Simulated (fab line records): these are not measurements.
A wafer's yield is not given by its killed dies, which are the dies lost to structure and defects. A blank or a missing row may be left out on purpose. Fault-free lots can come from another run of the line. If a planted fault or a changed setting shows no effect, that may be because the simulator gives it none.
Shared-tool check :: flow sky130 :: Sample size 12 lots and 45 wafers

WHAT PROMPTED THE OPENING
SKY_VIA3_BOW_MEAS_03, reading VIA3_BOW: flagged on 3 of 12 lots. Wafers without a fault read 80 um, standard deviation 7.7.
Rule: a lot gets a flag if all its wafers with a number sit over 4 standard deviations from that mean, or if no wafer of it has a number. As for the other lots, they are considered sound.

lot: L887
measured: day 38 17:16
on: filmMetro-03
VIA3_BOW (um), wafer by wafer: 96 86 80
flag: 

lot: L888
measured: day 39 04:00
on: filmMetro-02
VIA3_BOW (um), wafer by wafer: 76 75 77
flag: 

lot: L893
measured: day 40 08:29
on: filmMetro-03
VIA3_BOW (um), wafer by wafer: 89 104 92
flag: 

lot: L895
measured: day 41 04:28
on: filmMetro-01
VIA3_BOW (um), wafer by wafer: 75 75 74
flag: 

lot: L898
measured: day 41 21:32
on: filmMetro-01
VIA3_BOW (um), wafer by wafer: 80 84 74
flag: 

lot: L901
measured: day 42 20:17
on: filmMetro-01
VIA3_BOW (um), wafer by wafer: 75 66 73
flag: 

lot: L902
measured: day 43 16:34
on: filmMetro-01
VIA3_BOW (um), wafer by wafer: 79 87 93
flag: 

lot: L903
measured: day 43 17:59
on: filmMetro-03
VIA3_BOW (um), wafer by wafer: 143 137 135 - - -
flag: FLAGGED

lot: L905
measured: day 44 00:52
on: filmMetro-01
VIA3_BOW (um), wafer by wafer: 137 128 142 - - -
flag: FLAGGED

lot: L904
measured: day 44 15:46
on: filmMetro-01
VIA3_BOW (um), wafer by wafer: 127 133 141 - - -
flag: FLAGGED

lot: L908
measured: day 44 21:56
on: filmMetro-01
VIA3_BOW (um), wafer by wafer: 79 75 71
flag: 

lot: L910
measured: day 45 01:35
on: filmMetro-02
VIA3_BOW (um), wafer by wafer: 92 79 82
flag: 
On average the flagged lots' numbers are 136 um, which is +56 um against the usual, or +7 standard deviations.

TOOL THAT RAN EACH LOT
The record holds 3 process steps before the reading, out of a route of 708 steps. Every cell lists first the tool, next ch and the chambers used by the sampled wafers, and last the start.
lot: L887
flag: 
SKY_VIA2_STRIP_16: plasmaAsher-02 ch 0,1, day 36 11:06
SKY_METAL3_METAL_ETCH_18: rieMetal-04 ch 0,1, day 38 15:53
SKY_VIA3_CMP_02: cmp-01 ch 1,2, day 38 17:01

lot: L888
flag: 
SKY_VIA2_STRIP_16: plasmaAsher-04 ch 0,1, day 36 20:26
SKY_METAL3_METAL_ETCH_18: rieMetal-04 ch 1, day 39 02:18
SKY_VIA3_CMP_02: cmp-02 ch 1,2,3, day 39 03:47

lot: L893
flag: 
SKY_VIA2_STRIP_16: plasmaAsher-02 ch 0,1, day 38 01:57
SKY_METAL3_METAL_ETCH_18: rieMetal-01 ch 0,1, day 40 07:11
SKY_VIA3_CMP_02: cmp-01 ch 0,1,2, day 40 08:17

lot: L895
flag: 
SKY_VIA2_STRIP_16: plasmaAsher-04 ch 0,1, day 38 22:22
SKY_METAL3_METAL_ETCH_18: rieMetal-01 ch 0,1, day 41 03:09
SKY_VIA3_CMP_02: cmp-01 ch 0,3, day 41 04:11

lot: L898
flag: 
SKY_VIA2_STRIP_16: plasmaAsher-01 ch 0,1, day 39 17:06
SKY_METAL3_METAL_ETCH_18: rieMetal-01 ch 0,1, day 41 20:12
SKY_VIA3_CMP_02: cmp-02 ch 0,1,3, day 41 21:23

lot: L901
flag: 
SKY_VIA2_STRIP_16: plasmaAsher-04 ch 0,1, day 40 16:36
SKY_METAL3_METAL_ETCH_18: rieMetal-04 ch 0,1, day 42 18:56
SKY_VIA3_CMP_02: cmp-02 ch 0,1,2, day 42 19:59

lot: L902
flag: 
SKY_VIA2_STRIP_16: plasmaAsher-04 ch 0,1, day 41 13:38
SKY_METAL3_METAL_ETCH_18: rieMetal-02 ch 0,1, day 43 15:16
SKY_VIA3_CMP_02: cmp-01 ch 0,1,3, day 43 16:22

lot: L903
flag: FLAGGED
SKY_VIA2_STRIP_16: plasmaAsher-04 ch 0,1, day 41 16:39
SKY_METAL3_METAL_ETCH_18: rieMetal-04 ch 0,1, day 43 16:41
SKY_VIA3_CMP_02: cmp-01 ch 0,3, day 43 17:40

lot: L905
flag: FLAGGED
SKY_VIA2_STRIP_16: plasmaAsher-01 ch 1, day 41 22:36
SKY_METAL3_METAL_ETCH_18: rieMetal-01 ch 0,1, day 43 23:13
SKY_VIA3_CMP_02: cmp-02 ch 0,1,2, day 44 00:34

lot: L904
flag: FLAGGED
SKY_VIA2_STRIP_16: plasmaAsher-04 ch 0,1, day 42 14:08
SKY_METAL3_METAL_ETCH_18: rieMetal-01 ch 0, day 44 14:29
SKY_VIA3_CMP_02: cmp-01 ch 0,1, day 44 15:28

lot: L908
flag: 
SKY_VIA2_STRIP_16: plasmaAsher-02 ch 1, day 42 20:51
SKY_METAL3_METAL_ETCH_18: rieMetal-02 ch 1, day 44 20:38
SKY_VIA3_CMP_02: cmp-01 ch 0,1,3, day 44 21:40

lot: L910
flag: 
SKY_VIA2_STRIP_16: plasmaAsher-04 ch 1, day 43 01:00
SKY_METAL3_METAL_ETCH_18: rieMetal-01 ch 0,1, day 45 00:17
SKY_VIA3_CMP_02: cmp-01 ch 1,3, day 45 01:20
What the steps here do:
- SKY_VIA2_STRIP_16: strips in O2/N2.
- SKY_METAL3_METAL_ETCH_18: etches the open film in Cl2/BCl3, stops on SiO2, target depth 845 nm, time 183.1 s.
- SKY_VIA3_CMP_02: polishes SiO2.
- SKY_VIA3_BOW_MEAS_03

FLAGGED OVER TOTAL, TOOL BY TOOL (the gauges that took the reading come last)
step: SKY_VIA2_STRIP_16
tool: plasmaAsher-01
lots run: 2
flagged: 1
share of the flagged lots: some
sound lots run after its first flagged lot: 0

step: SKY_VIA2_STRIP_16
tool: plasmaAsher-02
lots run: 3
flagged: 0
share of the flagged lots: none
sound lots run after its first flagged lot: -

step: SKY_VIA2_STRIP_16
tool: plasmaAsher-04
lots run: 7
flagged: 2
share of the flagged lots: some
sound lots run after its first flagged lot: 1 (L910)

step: SKY_METAL3_METAL_ETCH_18
tool: rieMetal-01
lots run: 6
flagged: 2
share of the flagged lots: some
sound lots run after its first flagged lot: 1 (L910)

step: SKY_METAL3_METAL_ETCH_18
tool: rieMetal-02
lots run: 2
flagged: 0
share of the flagged lots: none
sound lots run after its first flagged lot: -

step: SKY_METAL3_METAL_ETCH_18
tool: rieMetal-04
lots run: 4
flagged: 1
share of the flagged lots: some
sound lots run after its first flagged lot: 0

step: SKY_VIA3_CMP_02
tool: cmp-01
lots run: 8
flagged: 2
share of the flagged lots: some
sound lots run after its first flagged lot: 2 (L908,L910)

step: SKY_VIA3_CMP_02
tool: cmp-02
lots run: 4
flagged: 1
share of the flagged lots: some
sound lots run after its first flagged lot: 0

step: SKY_VIA3_BOW_MEAS_03
tool: filmMetro-01
lots run: 7
flagged: 2
share of the flagged lots: some
sound lots run after its first flagged lot: 1 (L908)

step: SKY_VIA3_BOW_MEAS_03
tool: filmMetro-02
lots run: 2
flagged: 0
share of the flagged lots: none
sound lots run after its first flagged lot: -

step: SKY_VIA3_BOW_MEAS_03
tool: filmMetro-03
lots run: 3
flagged: 1
share of the flagged lots: some
sound lots run after its first flagged lot: 0

WHAT THE TABLE PERMITS
No row of the table ran every flagged lot.

WHAT HAD BEEN PUT IN BY THE SIMULATOR
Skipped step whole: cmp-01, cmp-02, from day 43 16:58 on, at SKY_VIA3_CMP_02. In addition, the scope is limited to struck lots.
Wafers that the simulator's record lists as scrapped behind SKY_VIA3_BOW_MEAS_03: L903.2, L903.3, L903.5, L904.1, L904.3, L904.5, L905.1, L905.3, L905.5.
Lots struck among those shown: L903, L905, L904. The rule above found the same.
